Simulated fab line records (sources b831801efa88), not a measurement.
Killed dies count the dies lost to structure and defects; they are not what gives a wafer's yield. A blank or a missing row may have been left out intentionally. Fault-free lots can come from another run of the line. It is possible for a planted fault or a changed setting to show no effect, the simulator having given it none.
Matching of chambers || flow gf180mcu || GF_V2_CVD_02 on pecvd-03: 3 sister chambers
The step deposits SiO2 from TEOS, target thk 850 nm, time 94.851 s. 6 wafers are shown with their chamber, then 11 later ones without.

== WAFERS PAIRED WITH THEIR CHAMBERS ==
{"wafer": "L084.1", "chamber": 1, "heater power w (W)": 999}
{"wafer": "L084.2", "chamber": 0, "heater power w (W)": 618}
{"wafer": "L084.4", "chamber": 0, "heater power w (W)": 660}
{"wafer": "L084.5", "chamber": 1, "heater power w (W)": 1022}
{"wafer": "L084.6", "chamber": 2, "heater power w (W)": 477}
{"wafer": "L086.3", "chamber": 2, "heater power w (W)": 585}

== WAFERS WITHOUT THEIR CHAMBER ==
{"wafer": "L086.5", "heater power w (W)": 635}
{"wafer": "L086.6", "heater power w (W)": 460}
{"wafer": "L089.2", "heater power w (W)": 564}
{"wafer": "L089.3", "heater power w (W)": 622}
{"wafer": "L089.5", "heater power w (W)": 960}
{"wafer": "L096.2", "heater power w (W)": 504}
{"wafer": "L096.4", "heater power w (W)": 545}
{"wafer": "L096.5", "heater power w (W)": 555}
{"wafer": "L097.2", "heater power w (W)": 540}
{"wafer": "L097.4", "heater power w (W)": 585}
{"wafer": "L097.5", "heater power w (W)": 587}

== EACH ONE'S CHAMBER ==
{"wafer": "L086.5", "from the rows above": 0, "in truth": 0}
{"wafer": "L086.6", "from the rows above": 2, "in truth": 2}
{"wafer": "L089.2", "from the rows above": "can't be placed: 2 or 0", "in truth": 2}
{"wafer": "L089.3", "from the rows above": "can't be placed: 0 or 2", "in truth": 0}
{"wafer": "L089.5", "from the rows above": 1, "in truth": 1}
{"wafer": "L096.2", "from the rows above": 2, "in truth": 2}
{"wafer": "L096.4", "from the rows above": "can't be placed: 2 or 0", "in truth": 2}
{"wafer": "L096.5", "from the rows above": "can't be placed: 2 or 0", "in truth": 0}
{"wafer": "L097.2", "from the rows above": "can't be placed: 2 or 0", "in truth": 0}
{"wafer": "L097.4", "from the rows above": "can't be placed: 0 or 2", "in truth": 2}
{"wafer": "L097.5", "from the rows above": "can't be placed: 0 or 2", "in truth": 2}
Placed correctly: 4 of 11. From these rows, 7 cannot be placed; in 7 the true chamber is one of the candidates. Placed wrongly: 0.
How it was worked out, from the rows above alone: a wafer's distance from a chamber is the root of the sum, over the readings, of the square of ((its reading less the chamber's mean) divided by the reading's scatter). If the next closest chamber is less than 2 further off than the closest, the wafer can't be placed; otherwise it belongs to the closest. For every chamber, the mean is computed from those of its wafers that are shown. The scatter is the square root of a quotient: the sum, over the shown wafers, of each reading's squared deviation from its chamber's mean, divided by wafers minus chambers.
